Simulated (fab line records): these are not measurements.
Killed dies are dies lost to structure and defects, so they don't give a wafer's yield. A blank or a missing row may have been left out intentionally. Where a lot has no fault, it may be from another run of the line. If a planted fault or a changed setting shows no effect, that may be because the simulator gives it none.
fab line records	flow sky130
[record] lots = 6	wafers = 18	lastDay = 51
route steps=708 shown VIA1@467 PAD_OPEN@708
lots untouched by any fault: they come from a run of this same line in which no faults occurred
startH: the number of hours between the record's first day and the start of the first shown wafer of the lot	waitH: hours elapsed since this lot's preceding step	" unchanged from the row above	L1.1+2: one row covering several wafers at once	- no value, or no start given	* or withheld: withheld	< > ~ a bound
route shown NAME@n: a module of which the file shows steps, and the number in the route of the first	usual: mean/standard deviation taken from wafers without a fault	same: alike in all rows	chamber/n: place in a boat	sites: the reading at each site	_std_site: the values' standard deviation	_edge_site: outer sites' mean less inner sites'	radiusMm: how far each site lies from the wafer's centre	mask NAME#n: copy n	behind: the most recent tool/chamber to have shaped the wafer	hold: cause of the lot's hold/its duration in hours/its outcome	device: names the non-switching transistor (n, p or np)	end of line: the same wafers' tests at the end of the route	for a step that has no rows: nothing shown but its recipe	killed: the dies lost at the first sort to structure and to defects; this is not the yield of the wafer	map: a wafer's dies, marking killed ones x, the rest . and places with no die _
set.NAME: the setting the step ran with; set.NAME@STEP: the setting that earlier step ran with	model.NAME: the simulator's own value behind a step, which no gauge read
lots at some steps of the route; a table a step, a row a wafer
services: from which hour (startH, from the record's first day; less than 0 if before it) a tool's chamber was out of use, for how many hours, and why
[[steps]]
[step SKY_VIA1_EXPOSE_09]
[recipe] maskId = VIM	na = 0.8	sourceShape = annular	sigmaInner = 0.55	sigmaOuter = 0.85	targetCdNm = 150	doseMj = 38
[step SKY_VIA1_PEB_10]
[recipe] pebTempC = withheld	pebTimeS = withheld	resist = KrF-thick
[step SKY_VIA1_DEVELOP_11]
[recipe] developTimeS = 60	resist = KrF-thick	devTempC = 21
[step SKY_VIA1_CD_MEAS_12]
[recipe] targetCdNm = 150
[usual] cdNm = 150.3/1.6
lot.wafer	tool	chamber	startH	waitH	cdNm
L905.1	cdSem-02	-	819.76	-	151.8
L905.2	"	-	"	"	153.0
L905.4	"	-	"	"	152.6
L907.1	cdSem-02	-	838.04	-	150.6
L907.4	"	-	"	"	150.2
L907.5	"	-	"	"	152.2
L915.2	cdSem-02	-	900.61	-	149.4
L915.3	"	-	"	"	148.6
L915.5	"	-	"	"	151.2
L916.3	cdSem-02	-	902.75	-	147.8
L916.4	"	-	"	"	148.5
L916.6	"	-	"	"	149.5
L919.1	cdSem-02	-	924.89	-	150.0
L919.4	"	-	"	"	147.8
L919.5	"	-	"	"	148.5
L927.1	cdSem-01	-	980.81	-	149.1
L927.3	"	-	"	"	148.8
L927.5	"	-	"	"	148.2
[step SKY_VIA1_OVL_MEAS_13]
[usual] VIA1_OVL = 4/4.8
lot.wafer	tool	chamber	startH	waitH	VIA1_OVL[nm]
L905.1	overlay-02	-	819.88	0.1	3
L905.2	"	-	"	"	0
L905.4	"	-	"	"	0
L907.1	overlay-02	-	838.16	0.1	-1
L907.4	"	-	"	"	7
L907.5	"	-	"	"	4
L915.2	overlay-01	-	900.71	0.1	6
L915.3	"	-	"	"	5
L915.5	"	-	"	"	-5
L916.3	overlay-01	-	902.84	0.1	4
L916.4	"	-	"	"	4
L916.6	"	-	"	"	2
L919.1	overlay-02	-	925.01	0.1	1
L919.4	"	-	"	"	8
L919.5	"	-	"	"	7
L927.1	overlay-01	-	980.93	0.1	12
L927.3	"	-	"	"	5
L927.5	"	-	"	"	13
[step SKY_VIA1_ETCH_14]
[recipe] chemistry = N2/H2	target = BARC	ionEnergyEv = 200	sourceW = 500	biasW = 100	pressureMtorr = 30	n2FlowSccm = 100	h2FlowSccm = 200	stopOn = SiO2	timeS = 45.9	targetDepthA = 600
[usual] chamberPressureMTorr = 29.998/0.027	drypumpMotorCurrentA = 5.9/0.39	oesProductAu = 0.854/0.0047	throttleValvePct = 13.226/0.0086
lot.wafer	tool	chamber	startH	waitH	chamberPressureMTorr	drypumpMotorCurrentA	oesProductAu	rfHoursCounterH	throttleValvePct
L905.1	rieDiel-04	3	819.91	0.0	30.015	6.0	0.854	12	13.223
L905.2	"	1	"	"	30.021	6.3	0.847	17	13.219
L905.4	"	2	"	"	29.973	5.7	0.861	3	13.218
L907.1	rieDiel-04	1	838.19	0.0	29.998	6.4	0.849	17	13.207
L907.4	"	3	"	"	30.026	5.9	0.850	13	13.225
L907.5	"	0	"	"	29.960	5.3	0.858	-	13.211
L915.2	rieDiel-04	0	900.74	0.0	29.975	5.3	0.858	11	13.238
L915.3	"	1	"	"	30.030	6.3	0.855	19	13.234
L915.5	"	3	"	"	30.003	6.0	0.854	-	13.216
L916.3	rieDiel-03	2	902.87	0.0	30.004	5.9	0.862	4	13.225
L916.4	"	3	"	"	30.025	5.3	0.858	2	13.232
L916.6	"	0	"	"	29.995	5.9	0.852	-	13.240
L919.1	rieDiel-04	2	925.05	0.0	30.025	5.6	0.854	6	13.231
L919.4	"	3	"	"	29.978	6.0	0.852	16	13.224
L919.5	"	1	"	"	29.988	6.4	0.852	-	13.213
L927.1	rieDiel-04	2	980.97	0.0	29.987	5.7	0.854	7	13.235
L927.3	"	1	"	"	29.977	6.3	0.854	21	13.219
L927.5	"	3	"	"	29.932	5.9	0.859	-	13.223
[step SKY_VIA1_ETCH_15]
[recipe] target = SiO2	chemistry = C4F8/O2/Ar	targetDepthNm = 351	stopOn = TiN	maskMaterial = KrF-thick	sourceW = 1500	biasW = 1200	pressureMtorr = 40	c4f8FlowSccm = withheld	O2_flow_sccm = 6	Ar_flow_sccm = 300	timeS = 54
[usual] chamberPressureMTorr = 40.00/0.036	oesProductAu = 0.981/0.0064
lot.wafer	tool	chamber	startH	waitH	chamberPressureMTorr	oesProductAu	rfHoursCounterH
L905.1	rieDiel-04	3	819.96	0.0	39.96	0.983	12
L905.2	"	1	"	"	40.06	0.969	17
L905.4	"	2	"	"	40.00	0.988	3
L907.1	rieDiel-04	1	838.24	0.0	39.98	0.975	17
L907.4	"	3	"	"	40.02	0.975	13
L907.5	"	0	"	"	40.03	0.979	-
L915.2	rieDiel-04	0	900.79	0.0	39.98	0.984	11
L915.3	"	1	"	"	39.99	0.965	19
L915.5	"	3	"	"	40.03	0.980	-
L916.3	rieDiel-03	2	902.91	0.0	40.03	0.989	4
L916.4	"	3	"	"	39.96	0.984	2
L916.6	"	0	"	"	40.05	0.977	-
L919.1	rieDiel-04	2	925.09	0.0	40.00	0.979	6
L919.4	"	3	"	"	40.02	0.975	16
L919.5	"	1	"	"	40.03	0.971	-
L927.1	rieDiel-04	2	981.01	0.0	39.99	0.980	7
L927.3	"	1	"	"	39.98	0.977	21
L927.5	"	3	"	"	39.93	0.972	-
[step SKY_VIA1_STRIP_16]
[recipe] chemistry = O2/N2	powerW = 1400	pressureMtorr = 1500	platenTempC = withheld	o2FlowSccm = 3000	n2FlowSccm = 300	overashFraction = 0.5
[usual] chamberPressureMTorr = 1499.9/1.5	drypumpMotorCurrentA = 5.70/0.26	oesProductAu = 0.416/0.0041	stripTimeToEndpointS = 4.469/0.025
lot.wafer	tool	chamber	startH	waitH	chamberPressureMTorr	drypumpMotorCurrentA	oesProductAu	rfHoursCounterH	stripTimeToEndpointS
L905.1	plasmaAsher-02	0	820.00	0.0	1498.6	6.15	0.424	100	4.494
L905.2	"	1	"	"	1501.0	5.62	0.419	100	4.514
L905.4	"	0	"	"	1498.8	6.06	0.414	-	4.496
L907.1	plasmaAsher-01	1	838.28	0.0	1501.9	5.79	0.421	9	4.490
L907.4	"	1	"	"	1499.3	5.80	0.409	-	4.469
L907.5	"	1	"	"	1498.8	5.80	0.413	-	4.456
L915.2	plasmaAsher-03	1	900.83	0.0	1496.9	5.60	0.414	75	4.476
L915.3	"	1	"	"	1501.1	5.62	0.424	-	4.542
L915.5	"	1	"	"	1499.6	5.61	0.412	-	4.499
L916.3	plasmaAsher-03	0	902.99	0.1	1500.9	5.33	0.418	-	4.456
L916.4	"	1	"	"	1498.9	5.63	0.418	-	4.427
L916.6	"	1	"	"	1499.1	5.63	0.419	-	4.471
L919.1	plasmaAsher-02	0	925.13	0.0	1499.3	6.09	0.415	111	4.464
L919.4	"	0	"	"	1500.3	6.07	0.417	-	4.466
L919.5	"	0	"	"	1498.4	6.10	0.419	-	4.522
L927.1	plasmaAsher-01	0	981.05	0.0	1497.8	5.99	0.417	23	4.441
L927.3	"	0	"	"	1500.4	5.99	0.422	-	4.474
L927.5	"	0	"	"	1497.9	6.00	0.422	-	4.432
[step SKY_VIA1_STRIP_17]
[recipe] chemistry = postEtchResidueRemover	timeS = 1200	tempC = 72.5
[step SKY_VIA1_CLEAN_18]
[recipe] chemistry = IPA	timeS = 180	tempC = 25
[step SKY_VIA1_CLEAN_19]
[recipe] chemistry = O3/DIW	dry = n2Spin
[step SKY_VIA1_SPUTTER_20]
[recipe] material = TiN	targetThkNm = 20	chamberPressurePa = 5	powerW = 4000	timeS = 80
[usual] throttleValvePct = 30.3/1.1
lot.wafer	tool	chamber	startH	waitH	throttleValvePct
L905.1	pvdSputter-01	-	820.72	0.0	28.7
L905.2	"	-	"	"	31.4
L905.4	"	-	"	"	29.6
L907.1	pvdSputter-01	-	838.97	0.0	29.5
L907.4	"	-	"	"	31.4
L907.5	"	-	"	"	30.7
L915.2	pvdSputter-01	-	901.43	0.0	29.6
L915.3	"	-	"	"	28.7
L915.5	"	-	"	"	31.2
L916.3	pvdSputter-01	-	903.66	0.0	28.9
L916.4	"	-	"	"	29.3
L916.6	"	-	"	"	29.1
L919.1	pvdSputter-02	-	925.76	0.0	28.2
L919.4	"	-	"	"	31.3
L919.5	"	-	"	"	31.3
L927.1	pvdSputter-04	-	981.65	0.0	29.6
L927.3	"	-	"	"	31.1
L927.5	"	-	"	"	31.6
[step SKY_VIA1_CVD_21]
[recipe] material = W	targetThkNm = 270	timeS = 80.902	tempC = 400	pressureTorr = 40
[usual] chamberPressureTorr = 40.00/0.086	heaterPowerW = 877/91
lot.wafer	tool	chamber	startH	waitH	chamberPressureTorr	heaterPowerW	model.W_of_VIA1_CVD_21.thkNm
L905.1	cvdW-02	1	820.78	0.0	40.00	926	268.9
L905.2	"	0	"	"	40.07	769	274.6
L905.4	"	1	"	"	40.05	943	273.1
L907.1	cvdW-01	0	839.03	0.0	39.97	793	268.2
L907.4	"	1	"	"	39.99	987	270.1
L907.5	"	1	"	"	39.95	1021	267.9
L915.2	cvdW-02	0	901.49	0.0	43.90	812	283.5
L915.3	"	1	"	"	43.98	918	282.6
L915.5	"	1	"	"	44.09	948	283.2
L916.3	cvdW-02	0	903.75	0.1	43.86	815	288.6
L916.4	"	1	"	"	43.83	936	285.7
L916.6	"	1	"	"	43.76	926	286.1
L919.1	cvdW-01	1	925.82	0.0	39.97	996	274.8
L919.4	"	1	"	"	40.00	982	266.3
L919.5	"	0	"	"	39.99	780	268.4
L927.1	cvdW-02	1	981.71	0.0	40.07	902	267.1
L927.3	"	1	"	"	39.97	918	263.9
L927.5	"	0	"	"	40.06	755	265.7
[step SKY_VIA1_RS_MEAS_22]
[recipe] thkMeasGauge = four-point-probe	reads = W_of_VIA1_CVD_21+TiN_of_VIA1_SPUTTER_20
[usual] VIA1_W_RS = 0.424/0.0049
lot.wafer	tool	chamber	startH	waitH	VIA1_W_RS[ohm/sq]
L905.1	filmMetro-01	-	820.87	0.1	0.428
L905.2	"	-	"	"	0.419
L905.4	"	-	"	"	0.421
L907.1	filmMetro-01	-	839.13	0.1	0.429
L907.4	"	-	"	"	0.426
L907.5	"	-	"	"	0.429
L915.2	filmMetro-04	-	901.61	0.1	0.406
L915.3	"	-	"	"	0.407
L915.5	"	-	"	"	0.406
L916.3	filmMetro-03	-	903.85	0.1	0.399
L916.4	"	-	"	"	0.402
L916.6	"	-	"	"	0.402
L919.1	filmMetro-04	-	925.92	0.1	0.418
L919.4	"	-	"	"	0.432
L919.5	"	-	"	"	0.428
L927.1	filmMetro-01	-	981.80	0.1	0.430
L927.3	"	-	"	"	0.435
L927.5	"	-	"	"	0.433
[step SKY_VIA1_THK_MEAS_23]
[recipe] thkMeasGauge = xrf	reads = W_of_VIA1_CVD_21
[usual] VIA1_W_THK = 275/3.3
lot.wafer	tool	chamber	startH	waitH	VIA1_W_THK[nm]
L905.1	filmMetro-01	-	820.99	0.1	274
L905.2	"	-	"	"	280
L905.4	"	-	"	"	278
L907.1	filmMetro-01	-	839.25	0.1	273
L907.4	"	-	"	"	274
L907.5	"	-	"	"	274
L915.2	filmMetro-04	-	901.72	0.1	288
L915.3	"	-	"	"	286
L915.5	"	-	"	"	284
L916.3	filmMetro-03	-	903.95	0.1	290
L916.4	"	-	"	"	286
L916.6	"	-	"	"	285
L919.1	filmMetro-04	-	926.04	0.1	277
L919.4	"	-	"	"	268
L919.5	"	-	"	"	271
L927.1	filmMetro-01	-	981.92	0.1	274
L927.3	"	-	"	"	270
L927.5	"	-	"	"	272
[step SKY_VIA1_CMP_24]
[recipe] stopOn = SiO2	tOverpolishS = 15	downForcePsi = 3.5	platenRpm = 60	targetThkNm = 0	padVelocityMS = 0.94248
[usual] motorCurrentA = 10.9/1	overpolishRunS = 15.000/0.0098	timeToEndpointS = 65.0/2.7
lot.wafer	tool	chamber	startH	waitH	motorCurrentA	overpolishRunS	timeToEndpointS
L905.1	cmp-01	0	821.05	0.1	10.5	14.995	61.6
L905.4	"	2	"	"	11.7	15.009	64.9
L905.2	"	3	"	"	10.8	14.987	60.9
L907.1	cmp-01	2	839.31	0.1	13.1	14.980	64.4
L907.4	"	0	"	"	10.8	15.000	63.2
L907.5	"	3	"	"	10.9	14.994	62.6
L915.2	cmp-01	3	901.87	0.1	10.0	14.976	64.3
L915.3	"	0	"	"	10.7	15.013	66.5
L915.5	"	1	"	"	10.4	14.991	69.0
L916.3	cmp-01	1	904.04	0.1	10.0	15.003	69.1
L916.4	"	3	"	"	11.1	15.000	66.9
L916.6	"	0	"	"	10.6	14.983	68.1
L919.4	cmp-01	0	926.10	0.0	10.4	15.010	65.0
L919.1	"	3	"	"	11.2	14.988	66.8
L919.5	"	0	"	"	10.3	15.010	63.7
L927.1	cmp-01	0	981.98	0.1	9.8	15.010	64.3
L927.3	"	3	"	"	11.3	15.004	61.0
L927.5	"	1	"	"	10.2	15.004	61.4
[step SKY_PAD_OPEN_PROBE_99]
[usual] defectLimitedYield = 82.7/1.9	killed_at_M0_to_M3 = 43/7.3	killed_at_M4_up = 3.2/1.9	killedAtContacts = 24/5.5	killedAtFrontEnd = 15/4.7	killedAtOther = 0.5/0.75	killedDies = 85/9.5	killedOnRim = 17/3.8	killedOpen = 46/7	killedShort = 38/7.4	sort_bin_3_pad_short = 0.9/0.43	sort_bin_5_function = 10.1/1.4	sort_bin_6_memory = 6.3/1	sort_bin_8_speed = 0.2/0.37	sortNPass = 406/9.4	sortYieldPct = 82.5/1.9
[same] grossDies = 492	killedAtBackSide = 0	sort_bin_4_leakage[%] = 0
lot.wafer	tool	chamber	startH	waitH	defectLimitedYield[%]	killed_at_M0_to_M3	killed_at_M4_up	killedAtContacts	killedAtFrontEnd	killedAtOther	killedDies	killedOnRim	killedOpen	killedShort	sort_bin_3_pad_short[%]	sort_bin_5_function[%]	sort_bin_6_memory[%]	sort_bin_8_speed[%]	sortNPass	sortYieldPct[%]
L905.1	prober-02	-	1104.44	0.1	83.5	44	1	25	11	0	81	18	40	41	0.4	9.6	6.5	0	411	83.5
L905.2	prober-02	-	1104.49	0.1	83.1	44	3	22	14	0	83	15	42	41	1.4	8.7	6.7	0.2	408	82.9
L905.4	prober-02	-	1104.59	0.2	81.7	50	2	26	11	1	90	16	48	42	2.0	10.8	5.5	0	402	81.7
L907.1	prober-02	-	1117.13	0.1	81.7	33	3	28	26	0	90	25	38	52	1.2	12.8	4.3	0	402	81.7
L907.4	prober-02	-	1117.28	0.2	81.5	44	3	19	24	1	91	10	50	41	1.2	10.8	6.5	0	401	81.5
L907.5	prober-02	-	1117.33	0.2	81.1	49	4	25	14	1	93	18	55	38	1.6	10.4	6.9	0	399	81.1
L915.2	prober-02	-	1163.89	0.1	86.6	33	4	20	9	0	66	13	31	35	1.0	7.7	4.7	0.2	425	86.4
L915.3	prober-02	-	1163.94	0.2	87.8	35	1	16	8	0	60	15	33	27	0.6	7.5	4.1	0.4	430	87.4
L915.5	prober-02	-	1164.04	0.2	81.5	50	4	25	12	0	91	19	47	44	1.0	10.4	7.1	0	401	81.5
L916.3	prober-01	-	1166.84	0.2	78.7	58	4	23	20	0	105	19	60	45	1.8	13.2	6.3	0	387	78.7
L916.4	prober-01	-	1166.89	0.2	82.5	43	3	20	19	1	86	16	46	39	1.0	11.0	5.5	0	406	82.5
L916.6	prober-01	-	1166.99	0.2	79.7	58	5	26	10	1	100	19	59	40	0.2	12.4	7.7	0	392	79.7
L919.1	prober-02	-	1180.77	0.1	84.1	34	2	22	20	0	78	17	42	36	0.8	9.3	5.7	1.4	407	82.7
L919.4	prober-02	-	1180.92	0.2	84.1	34	1	26	17	0	78	15	50	27	0.4	8.3	7.1	0	414	84.1
L919.5	prober-02	-	1180.97	0.2	86.4	35	1	20	11	0	67	10	34	33	0.8	8.7	4.1	2.4	413	83.9
L927.1	prober-02	-	1217.88	0.1	82.7	40	0	33	11	1	85	24	54	31	0.6	9.1	7.5	0.2	406	82.5
L927.3	prober-02	-	1217.98	0.2	84.6	45	2	18	10	1	76	13	40	35	0.8	9.8	4.9	0.8	412	83.7
L927.5	prober-02	-	1218.08	0.2	82.5	42	2	25	17	0	86	12	43	43	0.4	11.2	5.9	0.4	404	82.1
// killed by level:class
L905.1 CONTACT:geometricParticle:open=9 LI_CONTACT:geometricParticle:open=7 VIA1:geometricParticle:open=7 VIA1:geometricParticle:short=7 METAL2:geometricParticle:short=6 METAL1:geometricParticle:short=6 FIELD_ISO:geometricParticle:open=4 VIA3:geometricParticle:open=4
L905.2 VIA1:geometricParticle:open=13 CONTACT:geometricParticle:open=8 CONTACT:geometricParticle:short=8 METAL2:geometricParticle:short=6 FIELD_ISO:geometricParticle:open=5 FIELD_ISO:geometricParticle:short=5 METAL1:geometricParticle:short=5 VIA3:geometricParticle:open=5
L905.4 VIA1:geometricParticle:open=15 LI_CONTACT:geometricParticle:open=10 VIA1:geometricParticle:short=8 METAL2:geometricParticle:short=7 METAL1:geometricParticle:short=5 CONTACT:geometricParticle:open=5 VIA2:geometricParticle:open=5 LI_CONTACT:geometricParticle:short=4
L907.1 CONTACT:geometricParticle:open=12 POLY_GATE:geometricParticle:short=10 FIELD_ISO:geometricParticle:short=7 VIA3:geometricParticle:short=6 VIA1:geometricParticle:open=6 LI_CONTACT:geometricParticle:open=5 FIELD_ISO:geometricParticle:open=4 LOCAL_INTERCONNECT:geometricParticle:short=4
L907.4 FIELD_ISO:geometricParticle:short=10 LI_CONTACT:geometricParticle:open=10 VIA1:geometricParticle:open=10 VIA2:geometricParticle:open=6 CONTACT:geometricParticle:open=6 METAL1:geometricParticle:short=6 FIELD_ISO:geometricParticle:open=5 POLY_GATE:geometricParticle:open=5
L907.5 VIA1:geometricParticle:open=10 VIA3:geometricParticle:open=10 CONTACT:geometricParticle:open=8 POLY_GATE:geometricParticle:open=6 LI_CONTACT:geometricParticle:open=5 CONTACT:geometricParticle:short=5 METAL1:geometricParticle:short=5 VIA1:geometricParticle:short=5
L915.2 VIA2:geometricParticle:open=8 VIA3:geometricParticle:open=7 FIELD_ISO:geometricParticle:short=6 CONTACT:geometricParticle:open=6 LI_CONTACT:geometricParticle:open=5 METAL2:geometricParticle:short=5 METAL4:geometricParticle:short=3 LI_CONTACT:geometricParticle:short=3
L915.3 VIA1:geometricParticle:open=7 CONTACT:geometricParticle:open=6 VIA3:geometricParticle:open=6 LI_CONTACT:geometricParticle:open=4 CONTACT:geometricParticle:short=4 METAL2:geometricParticle:short=4 VIA2:geometricParticle:open=4 POLY_GATE:geometricParticle:short=3
L915.5 VIA1:geometricParticle:open=10 VIA2:geometricParticle:open=8 CONTACT:geometricParticle:open=8 VIA3:geometricParticle:open=7 CONTACT:geometricParticle:short=6 VIA1:geometricParticle:short=6 METAL2:geometricParticle:short=6 POLY_GATE:geometricParticle:short=5
L916.3 VIA1:geometricParticle:open=13 CONTACT:geometricParticle:open=9 METAL1:geometricParticle:short=9 LI_CONTACT:geometricParticle:open=7 VIA2:geometricParticle:open=7 POLY_GATE:geometricParticle:open=6 VIA3:geometricParticle:open=6 METAL2:geometricParticle:short=6
L916.4 VIA1:geometricParticle:open=10 CONTACT:geometricParticle:open=9 FIELD_ISO:geometricParticle:short=7 VIA2:geometricParticle:short=7 VIA3:geometricParticle:open=6 VIA2:geometricParticle:open=5 SPACER:geometricParticle:short=5 LI_CONTACT:geometricParticle:open=4
L916.6 VIA1:geometricParticle:open=13 VIA3:geometricParticle:open=12 LI_CONTACT:geometricParticle:open=11 CONTACT:geometricParticle:open=10 METAL2:geometricParticle:short=7 METAL1:geometricParticle:short=6 VIA2:geometricParticle:short=6 POLY_GATE:geometricParticle:short=5
L919.1 CONTACT:geometricParticle:open=9 POLY_GATE:geometricParticle:short=7 LI_CONTACT:geometricParticle:open=7 VIA1:geometricParticle:open=7 POLY_GATE:geometricParticle:open=5 VIA1:geometricParticle:short=5 METAL1:geometricParticle:short=4 VIA2:geometricParticle:open=4
L919.4 CONTACT:geometricParticle:open=10 VIA1:geometricParticle:open=9 LI_CONTACT:geometricParticle:open=6 LOCAL_INTERCONNECT:geometricParticle:short=6 VIA3:geometricParticle:open=6 POLY_GATE:geometricParticle:open=5 FIELD_ISO:geometricParticle:open=4 CONTACT:geometricParticle:short=4
L919.5 CONTACT:geometricParticle:open=8 VIA2:geometricParticle:open=8 METAL1:geometricParticle:short=7 LI_CONTACT:geometricParticle:open=5 VIA1:geometricParticle:open=5 FIELD_ISO:geometricParticle:short=4 METAL2:geometricParticle:short=4 POLY_GATE:geometricParticle:open=3
L927.1 CONTACT:geometricParticle:open=12 VIA1:geometricParticle:open=11 CONTACT:geometricParticle:short=10 VIA2:geometricParticle:open=9 VIA3:geometricParticle:open=7 LI_CONTACT:geometricParticle:open=6 LOCAL_INTERCONNECT:geometricParticle:short=4 FIELD_ISO:geometricParticle:short=3
L927.3 CONTACT:geometricParticle:open=9 VIA2:geometricParticle:open=7 VIA3:geometricParticle:open=6 VIA1:geometricParticle:open=5 METAL1:geometricParticle:short=5 VIA1:geometricParticle:short=5 FIELD_ISO:geometricParticle:open=4 METAL2:geometricParticle:short=4
L927.5 FIELD_ISO:geometricParticle:short=8 VIA1:geometricParticle:open=8 CONTACT:geometricParticle:open=7 VIA3:geometricParticle:open=7 METAL1:geometricParticle:short=7 CONTACT:geometricParticle:short=6 LI_CONTACT:geometricParticle:open=5 METAL2:geometricParticle:short=5
[[services]]
tool	chamber	startH	hours	kind
cvdW-02	0	798.10	14.6	repair
plasmaAsher-02	-	806.72	0.6	repair
plasmaAsher-03	-	812.07	12.7	repair
cmp-01	-	823.42	4.8	pm
pvdSputter-04	-	842.99	1.3	repair
cvdW-01	-	846.53	6.9	pm
rieDiel-04	2	852.69	8.6	repair
rieDiel-03	3	880.05	3.7	repair
pvdSputter-01	-	884.63	2.1	repair
cvdW-02	0	893.38	3.8	repair
pvdSputter-02	-	900.67	3.4	repair
cvdW-02	-	904.00	14.0	pm
cvdW-02	0	904.00	14.0	ventCycle
cvdW-02	1	904.00	14.0	ventCycle
cvdW-02	-	916.58	0.3	repair
pvdSputter-02	-	920.23	5.1	repair
pvdSputter-01	-	921.25	1.0	repair
rieDiel-04	-	921.58	0.1	repair
cmp-01	-	927.16	4.0	pm
cmp-01	-	931.16	-	consumableReplace:conditioner
cmp-01	-	931.16	-	consumableReplace:pad
plasmaAsher-03	-	939.31	2.8	pm
cvdW-02	-	947.59	6.0	pm
plasmaAsher-02	-	950.56	2.8	pm
[[key]]
[firstSign] step = SKY_VIA1_CVD_21	reading = chamberPressureTorr	direction = up	sigmas = 45	usual = 40.00	struck = 43.90
[effect] step = SKY_VIA1_RS_MEAS_22	reading = VIA1_W_RS	direction = down	sigmas = 4.2	usual = 0.424	struck = 0.404
[effect] step = SKY_VIA1_THK_MEAS_23	reading = VIA1_W_THK	direction = up	sigmas = 3.6	usual = 275	struck = 286
[modelEffect] step = SKY_VIA1_CVD_21	value = W_of_VIA1_CVD_21.thkNm	without = 272	struck = 285
metAt SKY_VIA1_CVD_21
struckWafers L915.2,L915.3,L915.5,L916.3,L916.4,L916.6
onsetBetween 820.78 901.49
[fault] kind = processParameterDrift	tool = cvdW-02	chamber = -	onsetH = 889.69	steps = SKY_VIA1_CVD_21	channel = pressureTorr	offset = 3.9327	shape = step	endH = 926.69	actsIn = theseRecipesOnly	stated = 40
